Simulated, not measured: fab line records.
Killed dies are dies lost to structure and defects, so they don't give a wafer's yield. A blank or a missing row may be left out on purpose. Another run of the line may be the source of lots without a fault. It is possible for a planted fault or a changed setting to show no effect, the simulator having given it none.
fab line records ; flow sky130
[record] lots = 13; wafers = 39; last-day = 50
route steps=708 shown FIELD_ISO@24 PWDE@52 NWELL@71 PAD_OPEN@708
lots with no fault: from the same line, run without faults
start-h: start of the lot's first displayed wafer, in hours after the record's first day ; wait-h: how many hours have passed since the lot's step before this one ; " as in the row above ; L1.1+2: a row that stands for several wafers ; - no value present, or no start provided ; * or withheld: withheld ; < > ~ a bound
route shown NAME@n: names a module that has steps shown in the file, with the first one's number in the route ; usual: the fault-free wafers' mean and standard deviation ; same: alike in all rows ; chamber/n: place in a boat ; sites: the reading at each site ; _std_site: standard deviation of those values ; _edge_site: the outer-site mean with the inner-site mean subtracted ; radius-mm: for every site, how far away it sits from the centre of the wafer ; mask NAME#n: copy n ; behind: the last tool/chamber to shape the wafer ; hold: reason for holding the lot/hours on hold/outcome of the hold ; device: whichever transistor did not switch (one of n, p or np) ; end of line: tests run on the same wafers once the route is complete ; a step with no rows: only its recipe ; killed: at the first sort, the dies lost to defects and structure; wafer yield is something else ; map: dies across one wafer; x = killed, . = not, _ = none there
set.NAME: the run value of the setting; set.NAME@STEP: its run value at that earlier step ; model.NAME: the simulator's own value behind a step, which no gauge read
the route's steps for a sample of lots (tables are steps, rows are wafers)
services: from which hour (start-h, from the record's first day; less than 0 if before it) a tool's chamber was out of use, for how many hours, and why
[[steps]]
[step SKY_FIELD_ISO_THK_MEAS_23]
[recipe] reads = SiO2_of_FIELD_ISO_OXIDATION_22
[usual] FIELD_ISO_OXIDATION_01_THK = 9.97/0.2
lot.wafer;tool;chamber;start-h;wait-h;FIELD_ISO_OXIDATION_01_THK[nm]
L318.2;film-metro-02;-;46.27;0.0;10.14
L318.3;film-metro-02;-;46.27;0.0;9.97
L318.4;film-metro-02;-;46.27;0.0;9.94
L319.1;film-metro-01;-;47.43;0.0;10.09
L319.5;film-metro-01;-;47.43;0.0;10.01
L319.6;film-metro-01;-;47.43;0.0;10.03
L322.1;film-metro-01;-;55.50;0.0;9.73
L322.2;film-metro-01;-;55.50;0.0;9.75
L322.3;film-metro-01;-;55.50;0.0;9.70
L323.1;film-metro-01;-;57.80;0.0;9.99
L323.3;film-metro-01;-;57.80;0.0;9.73
L323.6;film-metro-01;-;57.80;0.0;10.03
L324.3;film-metro-01;-;64.59;0.0;9.99
L324.4;film-metro-01;-;64.59;0.0;10.09
L324.6;film-metro-01;-;64.59;0.0;9.93
L325.1;film-metro-02;-;68.23;0.0;10.17
L325.3;film-metro-02;-;68.23;0.0;10.26
L325.6;film-metro-02;-;68.23;0.0;10.20
L328.3;film-metro-01;-;84.99;0.0;10.16
L328.4;film-metro-01;-;84.99;0.0;10.14
L328.5;film-metro-01;-;84.99;0.0;10.18
L329.2;film-metro-03;-;88.72;0.0;9.94
L329.4;film-metro-03;-;88.72;0.0;9.86
L329.6;film-metro-03;-;88.72;0.0;10.10
L330.2;film-metro-02;-;95.54;0.0;9.67
L330.3;film-metro-02;-;95.54;0.0;9.88
L330.6;film-metro-02;-;95.54;0.0;9.85
L331.2;film-metro-02;-;99.41;0.1;10.20
L331.3;film-metro-02;-;99.41;0.1;10.28
L331.5;film-metro-02;-;99.41;0.1;10.42
L332.4;film-metro-01;-;106.45;0.0;9.94
L332.5;film-metro-01;-;106.45;0.0;9.98
L332.6;film-metro-01;-;106.45;0.0;10.07
L337.1;film-metro-03;-;130.26;0.0;9.86
L337.3;film-metro-03;-;130.26;0.0;9.79
L337.5;film-metro-03;-;130.26;0.0;10.00
L341.1;film-metro-01;-;157.24;0.0;9.77
L341.2;film-metro-01;-;157.24;0.0;10.01
L341.4;film-metro-01;-;157.24;0.0;9.92
[step SKY_PWDE_OVL_MEAS_07]
[usual] PWDE_OVL = 0.0/1.4
lot.wafer;tool;chamber;start-h;wait-h;PWDE_OVL[nm]
L318.2;overlay-02;-;84.38;-;-0.4
L318.3;overlay-02;-;84.38;-;-2.3
L318.4;overlay-02;-;84.38;-;-1.0
L319.1;overlay-02;-;85.32;-;0.9
L319.5;overlay-02;-;85.32;-;-1.1
L319.6;overlay-02;-;85.32;-;-1.2
L322.1;overlay-02;-;95.02;-;-0.2
L322.2;overlay-02;-;95.02;-;-1.7
L322.3;overlay-02;-;95.02;-;-0.2
L323.1;overlay-01;-;99.17;-;0.8
L323.3;overlay-01;-;99.17;-;1.2
L323.6;overlay-01;-;99.17;-;1.2
L324.3;overlay-02;-;104.41;-;-1.3
L324.4;overlay-02;-;104.41;-;-1.8
L324.6;overlay-02;-;104.41;-;-2.4
L325.1;overlay-01;-;109.22;-;-1.8
L325.3;overlay-01;-;109.22;-;-1.8
L325.6;overlay-01;-;109.22;-;-2.4
L328.3;overlay-02;-;125.73;-;-1.1
L328.4;overlay-02;-;125.73;-;0.1
L328.5;overlay-02;-;125.73;-;0.9
L329.2;overlay-02;-;129.35;-;1.3
L329.4;overlay-02;-;129.35;-;2.6
L329.6;overlay-02;-;129.35;-;-0.7
L330.2;overlay-02;-;136.85;-;-0.5
L330.3;overlay-02;-;136.85;-;-2.3
L330.6;overlay-02;-;136.85;-;0.2
L331.2;overlay-02;-;145.07;-;1.0
L331.3;overlay-02;-;145.07;-;1.2
L331.5;overlay-02;-;145.07;-;0.6
L332.4;overlay-02;-;151.57;-;2.3
L332.5;overlay-02;-;151.57;-;1.8
L332.6;overlay-02;-;151.57;-;-0.8
L337.1;overlay-01;-;175.50;-;1.2
L337.3;overlay-01;-;175.50;-;3.9
L337.5;overlay-01;-;175.50;-;2.8
L341.1;overlay-01;-;204.97;-;-1.9
L341.2;overlay-01;-;204.97;-;-1.5
L341.4;overlay-01;-;204.97;-;-1.6
[step SKY_NWELL_COAT_18]
[recipe] spin-rpm = 2000; resist-thk-nm = 3000
[usual] resist-line-temp-C = 23.02/0.11; spin-speed-rpm = 1999.7/1.5
lot.wafer;tool;chamber;start-h;wait-h;resist-line-temp-C;spin-speed-rpm
L318.2;litho-track-03;0;111.64;0.1;22.99;1999.1
L318.3;litho-track-03;0;111.64;0.1;23.02;2000.0
L318.4;litho-track-03;0;111.64;0.1;22.93;1998.1
L319.1;litho-track-02;0;112.92;0.1;22.98;2000.6
L319.5;litho-track-02;0;112.92;0.1;23.15;1999.8
L319.6;litho-track-02;0;112.92;0.1;23.04;2000.0
L322.1;litho-track-04;0;122.53;0.1;22.91;2000.7
L322.2;litho-track-04;0;122.53;0.1;22.85;1999.8
L322.3;litho-track-04;0;122.53;0.1;22.99;2000.8
L323.1;litho-track-04;0;125.68;0.1;22.96;1999.6
L323.3;litho-track-04;0;125.68;0.1;22.90;1998.0
L323.6;litho-track-04;0;125.68;0.1;22.93;2000.0
L324.3;litho-track-02;0;132.72;0.1;23.01;1999.5
L324.4;litho-track-02;0;132.72;0.1;22.94;2000.8
L324.6;litho-track-02;0;132.72;0.1;23.15;1998.6
L325.1;litho-track-02;0;137.37;0.1;22.99;2001.6
L325.3;litho-track-02;0;137.37;0.1;23.01;1998.5
L325.6;litho-track-02;0;137.37;0.1;22.97;1998.7
L328.3;litho-track-02;0;155.42;0.1;23.01;1999.7
L328.4;litho-track-02;0;155.42;0.1;22.98;1998.8
L328.5;litho-track-02;0;155.42;0.1;23.04;1998.1
L329.2;litho-track-04;0;159.05;0.1;22.94;1999.3
L329.4;litho-track-04;0;159.05;0.1;22.92;1996.9
L329.6;litho-track-04;0;159.05;0.1;23.05;2001.0
L330.2;litho-track-02;0;166.45;0.1;23.08;2001.7
L330.3;litho-track-02;0;166.45;0.1;23.05;1998.0
L330.6;litho-track-02;0;166.45;0.1;23.01;2000.4
L331.2;litho-track-02;0;175.95;0.1;23.02;1998.2
L331.3;litho-track-02;0;175.95;0.1;22.99;1997.6
L331.5;litho-track-02;0;175.95;0.1;22.98;2000.0
L332.4;litho-track-02;0;182.20;0.1;22.94;1998.6
L332.5;litho-track-02;0;182.20;0.1;22.81;1998.3
L332.6;litho-track-02;0;182.20;0.1;22.86;2000.2
L337.1;litho-track-03;0;207.22;0.1;23.14;2002.9
L337.3;litho-track-03;0;207.22;0.1;23.04;2001.7
L337.5;litho-track-03;0;207.22;0.1;23.03;1999.9
L341.1;litho-track-03;0;238.42;0.1;22.95;1999.5
L341.2;litho-track-03;0;238.42;0.1;23.00;2001.0
L341.4;litho-track-03;0;238.42;0.1;23.05;1998.3
[step SKY_NWELL_OVL_MEAS_23]
[usual] NWELL_01_OVL = 1.1/1.3
lot.wafer;tool;chamber;start-h;wait-h;NWELL_01_OVL[nm]
L318.2;overlay-01;-;120.08;-;0.8
L318.3;overlay-01;-;120.08;-;0.1
L318.4;overlay-01;-;120.08;-;1.1
L319.1;overlay-02;-;121.58;-;-0.1
L319.5;overlay-02;-;121.58;-;-0.8
L319.6;overlay-02;-;121.58;-;-0.3
L322.1;overlay-01;-;132.37;-;2.3
L322.2;overlay-01;-;132.37;-;4.3
L322.3;overlay-01;-;132.37;-;3.8
L323.1;overlay-01;-;135.77;-;0.0
L323.3;overlay-01;-;135.77;-;-0.7
L323.6;overlay-01;-;135.77;-;0.0
L324.3;overlay-01;-;142.23;-;2.1
L324.4;overlay-01;-;142.23;-;3.0
L324.6;overlay-01;-;142.23;-;2.2
L325.1;overlay-01;-;147.62;-;0.9
L325.3;overlay-01;-;147.62;-;0.0
L325.6;overlay-01;-;147.62;-;-0.4
L328.3;overlay-01;-;165.13;-;1.7
L328.4;overlay-01;-;165.13;-;0.7
L328.5;overlay-01;-;165.13;-;-0.1
L329.2;overlay-01;-;169.12;-;2.0
L329.4;overlay-01;-;169.12;-;0.4
L329.6;overlay-01;-;169.12;-;1.1
L330.2;overlay-02;-;177.12;-;-0.5
L330.3;overlay-02;-;177.12;-;2.3
L330.6;overlay-02;-;177.12;-;1.2
L331.2;overlay-02;-;185.98;-;-1.0
L331.3;overlay-02;-;185.98;-;-0.7
L331.5;overlay-02;-;185.98;-;1.3
L332.4;overlay-02;-;192.98;-;1.4
L332.5;overlay-02;-;192.98;-;2.4
L332.6;overlay-02;-;192.98;-;-0.3
L337.1;overlay-01;-;218.72;-;-2.1
L337.3;overlay-01;-;218.72;-;0.9
L337.5;overlay-01;-;218.72;-;0.7
L341.1;overlay-01;-;249.97;-;1.8
L341.2;overlay-01;-;249.97;-;2.3
L341.4;overlay-01;-;249.97;-;1.4
[step SKY_NWELL_STRIP_25]
[recipe] chemistry = O2/N2; power-w = 1400; pressure-mtorr = 1500; platen-temp-c = withheld; o2-flow-sccm = 3000; n2-flow-sccm = 300; overash-fraction = 0.5
[usual] drypump-motor-current-A = 5.6/0.48; oes-product-au = 0.723/0.0041; strip-time-to-endpoint-s = 36.90/0.12
[same] overash-fraction = 0.5
lot.wafer;tool;chamber;start-h;wait-h;drypump-motor-current-A;oes-product-au;rf-hours-counter-h;strip-time-to-endpoint-s
L318.2;plasma-asher-02;0;120.26;0.1;4.9;0.713;43;36.83
L318.3;plasma-asher-02;0;120.26;0.1;4.9;0.719;-;36.82
L318.4;plasma-asher-02;1;120.26;0.1;5.5;0.718;-;36.91
L319.1;plasma-asher-04;0;121.77;0.1;5.7;0.719;44;36.82
L319.5;plasma-asher-04;1;121.77;0.1;6.1;0.717;-;36.72
L319.6;plasma-asher-04;0;121.77;0.1;5.8;0.719;-;36.77
L322.1;plasma-asher-03;1;132.56;0.1;5.1;0.716;33;36.74
L322.2;plasma-asher-03;0;132.56;0.1;6.1;0.726;33;36.68
L322.3;plasma-asher-03;0;132.56;0.1;6.1;0.722;-;36.77
L323.1;plasma-asher-02;1;135.96;0.1;5.6;0.738;44;36.99
L323.3;plasma-asher-02;1;135.96;0.1;5.6;0.722;-;36.99
L323.6;plasma-asher-02;0;135.96;0.1;4.9;0.719;-;36.92
L324.3;plasma-asher-02;1;142.44;0.1;5.6;0.716;-;36.93
L324.4;plasma-asher-02;0;142.44;0.1;4.9;0.728;-;37.03
L324.6;plasma-asher-02;1;142.44;0.1;5.6;0.720;-;36.97
L325.1;plasma-asher-03;1;147.88;0.1;5.1;0.722;34;36.88
L325.3;plasma-asher-03;1;147.88;0.1;5.1;0.728;-;36.88
L325.6;plasma-asher-03;1;147.88;0.1;5.1;0.723;-;37.06
L328.3;plasma-asher-02;1;165.34;0.1;5.6;0.721;-;36.96
L328.4;plasma-asher-02;0;165.34;0.1;4.9;0.722;-;37.03
L328.5;plasma-asher-02;0;165.34;0.1;4.9;0.725;-;36.87
L329.2;plasma-asher-03;1;169.30;0.1;5.1;0.725;36;36.67
L329.4;plasma-asher-03;0;169.30;0.1;6.1;0.718;-;36.69
L329.6;plasma-asher-03;0;169.30;0.1;6.1;0.717;-;36.72
L330.2;plasma-asher-02;1;177.30;0.1;5.6;0.716;48;15.71
L330.3;plasma-asher-02;1;177.30;0.1;5.6;0.707;-;15.74
L330.6;plasma-asher-02;0;177.30;0.1;4.9;0.713;-;15.69
L331.2;plasma-asher-03;0;186.16;0.1;6.1;0.719;38;15.68
L331.3;plasma-asher-03;0;186.16;0.1;6.1;0.714;-;15.76
L331.5;plasma-asher-03;0;186.16;0.1;6.1;0.713;-;15.72
L332.4;plasma-asher-03;1;193.18;0.1;5.1;0.715;-;15.68
L332.5;plasma-asher-03;1;193.18;0.1;5.1;0.714;-;15.69
L332.6;plasma-asher-03;0;193.18;0.1;6.1;0.719;-;15.66
L337.1;plasma-asher-04;1;218.90;0.1;6.1;0.719;53;36.77
L337.3;plasma-asher-04;1;218.90;0.1;6.1;0.724;-;36.75
L337.5;plasma-asher-04;1;218.90;0.1;6.1;0.721;-;36.62
L341.1;plasma-asher-04;1;250.16;0.1;6.1;0.726;57;36.80
L341.2;plasma-asher-04;0;250.16;0.1;5.8;0.725;57;36.87
L341.4;plasma-asher-04;1;250.16;0.1;6.1;0.721;-;37.01
[step SKY_PAD_OPEN_PROBE_99]
[usual] killed_at_M0_to_M3 = 44/6.9; killed_at_M4_up = 3.3/2; killed-at-contacts = 25/5.4; killed-at-front-end = 16/4.6; killed-at-other = 0.2/0.51; killed-dies = 88/8.9; killed-open = 48/6.8; killed-short = 39/5.8
[same] gross-dies = 492; killed-at-back-side = 0
lot.wafer;tool;chamber;start-h;wait-h;killed_at_M0_to_M3;killed_at_M4_up;killed-at-contacts;killed-at-front-end;killed-at-other;killed-dies;killed-open;killed-short
L324.3;prober-02;-;1114.79;0.2;62;3;19;12;0;96;59;36
L324.4;prober-02;-;1114.84;0.2;53;6;30;15;1;105;56;48
L324.6;prober-02;-;1114.94;0.2;40;2;29;17;0;88;48;40
L329.2;prober-01;-;1138.91;0.1;37;2;26;17;2;84;47;36
L329.4;prober-01;-;1139.01;0.2;44;3;21;17;0;85;44;40
L329.6;prober-01;-;1139.11;0.2;37;0;20;22;0;79;45;32
L341.1;prober-02;-;1201.21;0.1;50;0;35;8;0;93;52;41
L341.2;prober-02;-;1201.26;0.1;57;2;40;25;0;124;74;50
L341.4;prober-02;-;1201.36;0.2;45;2;29;10;0;86;50;36
// killed by level:class
L324.3 VIA1:geometric-particle:open=22 VIA2:geometric-particle:open=9 CONTACT:geometric-particle:open=8 METAL1:geometric-particle:short=6 VIA3:geometric-particle:short=5 VIA1:geometric-particle:short=4 VIA3:geometric-particle:open=4 FIELD_ISO:geometric-particle:open=3
L324.4 VIA1:geometric-particle:open=14 VIA2:geometric-particle:open=9 CONTACT:geometric-particle:open=8 CONTACT:geometric-particle:short=7 LOCAL_INTERCONNECT:geometric-particle:short=7 METAL1:geometric-particle:short=7 FIELD_ISO:geometric-particle:open=6 METAL4:geometric-particle:short=6
L324.6 VIA1:geometric-particle:open=11 LI_CONTACT:geometric-particle:open=7 CONTACT:geometric-particle:open=7 CONTACT:geometric-particle:short=6 VIA1:geometric-particle:short=6 FIELD_ISO:geometric-particle:short=5 FIELD_ISO:geometric-particle:open=5 METAL1:geometric-particle:short=5
L329.2 LI_CONTACT:geometric-particle:open=9 VIA1:geometric-particle:open=9 VIA3:geometric-particle:open=9 CONTACT:geometric-particle:open=7 CONTACT:geometric-particle:short=5 VIA1:geometric-particle:short=5 VIA2:geometric-particle:short=4 POLY_GATE:geometric-particle:open=4
L329.4 VIA3:geometric-particle:open=10 METAL2:geometric-particle:short=8 VIA2:geometric-particle:open=7 FIELD_ISO:geometric-particle:open=6 LI_CONTACT:geometric-particle:open=5 CONTACT:geometric-particle:open=5 VIA1:geometric-particle:open=5 SPACER:geometric-particle:short=4
L329.6 CONTACT:geometric-particle:open=10 VIA1:geometric-particle:open=9 VIA3:geometric-particle:short=6 CONTACT:geometric-particle:short=5 VIA2:geometric-particle:open=5 FIELD_ISO:geometric-particle:open=4 LI_CONTACT:geometric-particle:open=4 VIA3:geometric-particle:open=4
L341.1 CONTACT:geometric-particle:open=19 VIA1:geometric-particle:open=10 CONTACT:geometric-particle:short=9 VIA3:geometric-particle:open=8 VIA2:geometric-particle:short=6 VIA2:geometric-particle:open=6 METAL2:geometric-particle:short=5 METAL3:geometric-particle:short=5
L341.2 CONTACT:geometric-particle:open=19 VIA1:geometric-particle:open=15 POLY_GATE:geometric-particle:short=12 METAL2:geometric-particle:short=10 LI_CONTACT:geometric-particle:open=9 VIA3:geometric-particle:open=8 VIA2:geometric-particle:open=6 LOCAL_INTERCONNECT:geometric-particle:short=5
L341.4 CONTACT:geometric-particle:open=10 VIA1:geometric-particle:open=10 LI_CONTACT:geometric-particle:open=9 VIA2:geometric-particle:open=8 METAL1:geometric-particle:short=6 CONTACT:geometric-particle:short=6 VIA3:geometric-particle:open=5 METAL2:geometric-particle:short=5
[[services]]
tool;chamber;start-h;hours;kind
plasma-asher-03;-;117.02;1.0;repair
plasma-asher-02;-;171.39;3.0;repair
plasma-asher-02;-;200.90;0.4;repair
[[key]]
[first-sign] step = SKY_NWELL_STRIP_25; reading = strip-time-to-endpoint-s; direction = down; sigmas = 99+; usual = *; struck = *
effect none on later readings
met-at SKY_NWELL_COAT_18
struck-lots L330,L331,L332
tester-left-out L330,L331,L332
not-acting-at SKY_FIELD_ISO_THK_MEAS_23,SKY_PWDE_OVL_MEAS_07,SKY_NWELL_OVL_MEAS_23
onset-between 155.42 166.45
[fault] kind = process-parameter-drift; tool = litho-track-02; chamber = -; onset-h = 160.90; steps = SKY_NWELL_COAT_18; channel = resist-thk-nm; offset = -1813.3; shape = step; end-h = 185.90; acts-in = these-recipes-only; stated = 3000
// tester-left-out: of these lots the tester's yield and bins aren't shown, on N5 and GAA mostly nor the transistor test; their killed dies are dies lost to structure and defects alone, not to doping, threshold or leakage, so they don't give the yield
